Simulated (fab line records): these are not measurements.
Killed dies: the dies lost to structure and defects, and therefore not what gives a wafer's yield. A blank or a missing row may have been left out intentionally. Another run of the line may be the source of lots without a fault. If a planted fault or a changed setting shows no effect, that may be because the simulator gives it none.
Problem report in the 8D (eight disciplines) form, filled by code + flow gf180mcu + the parts of the form that need people (team, actions taken, sign-off) are left out

== 1. WHAT WENT WRONG ==
Wafers free of any fault read 1215 (standard deviation 7.4) for VT_IMPLANT_2_TW at GF_VT_IMPLANT_TW_MEAS_21, against a mean of 1140 on 6 wafers of 2 lots. That puts it -10 standard deviations away from the usual mean.
First observed at day 10 21:52: wafer L570.2, on film_metro-04. The record holds 39 wafers of 13 lots with a number at this step. Rule for "out", or "out of limits": more than 4 standard deviations from the usual mean. The other wafers with a number count as sound.

== 2. WHAT IT IS, AND WHAT IT ISN'T ==
| question                    | is                           | is not                                                           |
|-----------------------------|------------------------------|------------------------------------------------------------------|
| which readings at this step | VT_IMPLANT_2_TW              | -                                                                |
| which lots                  | L570, L572                   | L553, L554, L555, L556, L557, L558, L560, L564, L565, L566, L567 |
| which wafers of those lots  | all that have a number       | -                                                                |
| read on which gauges        | film_metro-03, film_metro-04 | film_metro-02                                                    |
| when                        | from day 10 21:52            | up to then (33 sound wafers)                                     |

== 3. THE SUSPECTS, EACH WITH WHAT RULES IT OUT ==
Counting: any tool at a process step up to the reading is kept as a suspect provided that every lot that is out went through it and no sound lot did after the first of them.
- the gauge at GF_VT_IMPLANT_TW_MEAS_21 has been ruled out. The wafers that are out were read on 2 gauges (film_metro-03, film_metro-04).
- implanter-04 at GF_VT_IMPLANT_IMPLANT_19: kept. It processed each lot that is out, first L570 at day 10 21:38, and no sound lot thereafter; up to then, the last sound lot it processed was L565 at day 9 15:46. Its own dose_ions_cm2, faraday_current_uA readings are out on those wafers.
After counting, what remains is implanter-04 at GF_VT_IMPLANT_IMPLANT_19.

== 4. THE CAUSE (what the simulator had put in) ==
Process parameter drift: implanter-04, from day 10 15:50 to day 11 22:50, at GF_VT_IMPLANT_IMPLANT_19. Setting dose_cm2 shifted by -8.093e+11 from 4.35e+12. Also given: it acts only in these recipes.
After counting, this tool was the only one left.

== 5. THE CHAIN OF EFFECTS, in route order ==
Rows list readings where the struck wafers' mean (over those with a number) sits beyond 3 standard deviations from the usual. Scope: only readings with a usual standard deviation given in the record; hours: median across lots of the time from each lot's start at the first step in this table that gives one to its start at this step; sigmas: change in usual standard deviations.
| hours | step                     | reading            | usual    | on struck wafers | change    | sigmas      |
|-------|--------------------------|--------------------|----------|------------------|-----------|-------------|
| 0     | GF_VT_IMPLANT_IMPLANT_19 | dose_ions_cm2      | 4.35e+12 | 3.54e+12         | -8.09e+11 | -99 or more |
| 0     | GF_VT_IMPLANT_IMPLANT_19 | faraday_current_uA | 24.5     | 20.0             | -4.5      | -8.6        |
| 0     | GF_VT_IMPLANT_TW_MEAS_21 | VT_IMPLANT_2_TW    | 1215     | 1140             | -75       | -10         |
The process steps in it:
- GF_VT_IMPLANT_IMPLANT_19
At these later measuring or inspecting steps, every struck wafer for which the step has a row has a number for every such reading, and none has moved that far: GF_POLY_GATE_THK_MEAS_01.

== 6. HOW IT WOULD HAVE BEEN CAUGHT EARLIER ==
Counted from the fault's start at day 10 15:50, it took 6 hours until the first out-of-limits reading at a measuring or inspecting step in this record, taken at day 10 21:52.
The tool's own readings at GF_VT_IMPLANT_IMPLANT_19 were out on every struck wafer that the step has a row for (dose_ions_cm2, faraday_current_uA): an alarm limit on them would have fired on the first of those.
Of the lots that are out (2), L572 began GF_VT_IMPLANT_IMPLANT_19 on implanter-04 after day 10 21:52. Had the tool been put on hold then, it would have been spared.
